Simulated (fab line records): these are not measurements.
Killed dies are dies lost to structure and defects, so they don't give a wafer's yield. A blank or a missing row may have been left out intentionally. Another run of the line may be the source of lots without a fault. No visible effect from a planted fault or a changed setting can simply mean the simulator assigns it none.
What tool caused it?	flow gf180mcu	12 lots with 36 wafers sampled at 2 steps, on a route of 602 steps

## WHAT THE GAUGES READ, wafer by wafer
GF_DUAL_GATE_THK_MEAS_03.
lot	measured	on	DUAL_GATE_OXIDATION_00_THK (nm)
L252	day 7 23:17	film metro-04	11.30 11.14 11.15
L253	day 8 05:47	film metro-03	10.40 10.62 10.58
L259	day 10 02:14	film metro-02	11.14 11.11 10.88
L260	day 10 10:11	film metro-04	10.99 10.99 11.09
L262	day 10 21:58	film metro-02	10.70 10.90 10.87
L266	day 11 20:55	film metro-03	10.90 11.05 11.04
L267	day 12 03:56	film metro-02	11.30 11.06 11.25
L270	day 12 23:58	film metro-03	10.56 10.50 10.45
L271	day 13 11:03	film metro-02	10.96 11.19 10.70
L272	day 13 16:09	film metro-02	10.58 10.39 10.57
L273	day 13 19:57	film metro-03	11.13 11.16 10.97
L274	day 14 04:35	film metro-02	10.99 11.06 10.82

## EACH LOT AND THE TOOL THAT RAN IT (in order: tool; ch and the chambers of the sampled wafers; start)
lot	GF_DNWELL_STRIP_08
L252	plasma asher-03 ch 0,1, day 3 00:56
L253	plasma asher-03 ch 0,1, day 3 04:28
L259	plasma asher-01 ch 0, day 4 16:15
L260	plasma asher-01 ch 0,1, day 5 00:11
L262	plasma asher-03 ch 0,1, day 5 06:52
L266	plasma asher-01 ch 0,1, day 6 03:16
L267	plasma asher-03 ch 0,1, day 6 07:31
L270	plasma asher-01 ch 0,1, day 6 23:13
L271	plasma asher-01 ch 0,1, day 7 07:10
L272	plasma asher-02 ch 0,1, day 7 10:22
L273	plasma asher-01 ch 0,1, day 7 14:04
L274	plasma asher-02 ch 0,1, day 7 20:48
- GF_DNWELL_STRIP_08: strips in O2/N2.

## WHAT THE TOOLS THEMSELVES READ (means of the sampled wafers that have a number; where no wafer has one, the mark that the record gives instead)
GF_DNWELL_STRIP_08.
lot	tool	drypump motor current A (A)	heater power w (W)	n2 flow sccm (sccm)	o2 flow sccm (sccm)	oes product au (a.u.)	strip time to endpoint s (s)
L252	plasma asher-03	5.9	303	299.4	2992	0.719	36.99
L253	plasma asher-03	6.1	307	300.8	2999	0.725	37.00
L259	plasma asher-01	5.2	326	301.0	3002	0.726	36.86
L260	plasma asher-01	5.7	338	300.6	2999	0.725	36.83
L262	plasma asher-03	5.9	303	300.5	2994	0.723	36.83
L266	plasma asher-01	5.5	332	300.2	2999	0.728	36.95
L267	plasma asher-03	6.1	310	300.0	3009	0.722	36.93
L270	plasma asher-01	5.5	333	300.9	2993	0.722	36.84
L271	plasma asher-01	5.7	340	300.1	3000	0.727	36.89
L272	plasma asher-02	5.8	332	299.8	3005	0.722	36.96
L273	plasma asher-01	5.5	335	299.6	3000	0.722	36.96
L274	plasma asher-02	5.6	362	299.9	3000	0.723	37.13

## THE ANSWER, worked out from the rows above alone
Rule: the lots themselves supply what counts as usual. Put in order of their means at a reading, lots are off if they are a third of the lots or fewer, leave a main group of 4 or more, and stand apart from it by a gap of 3 or more times the standard deviation of the main group's means; of several such gaps the widest counts. The tables above print the reading to a certain number of digits; a main group whose means all agree to those digits is not used. Also off: a lot with no number at a reading for which 4 or more lots have one. Where the step has rows for the other lots, those lots are counted as sound. First the gauges in route order, then the tools' own readings, where a lot's mean is used as printed above. At the first step where some lot is off, the reading lying furthest off is the one used; lots without a number count as furthest.
Nothing can be told from this: no lot is off at any reading shown.

## WHAT HAD BEEN PUT IN BY THE SIMULATOR
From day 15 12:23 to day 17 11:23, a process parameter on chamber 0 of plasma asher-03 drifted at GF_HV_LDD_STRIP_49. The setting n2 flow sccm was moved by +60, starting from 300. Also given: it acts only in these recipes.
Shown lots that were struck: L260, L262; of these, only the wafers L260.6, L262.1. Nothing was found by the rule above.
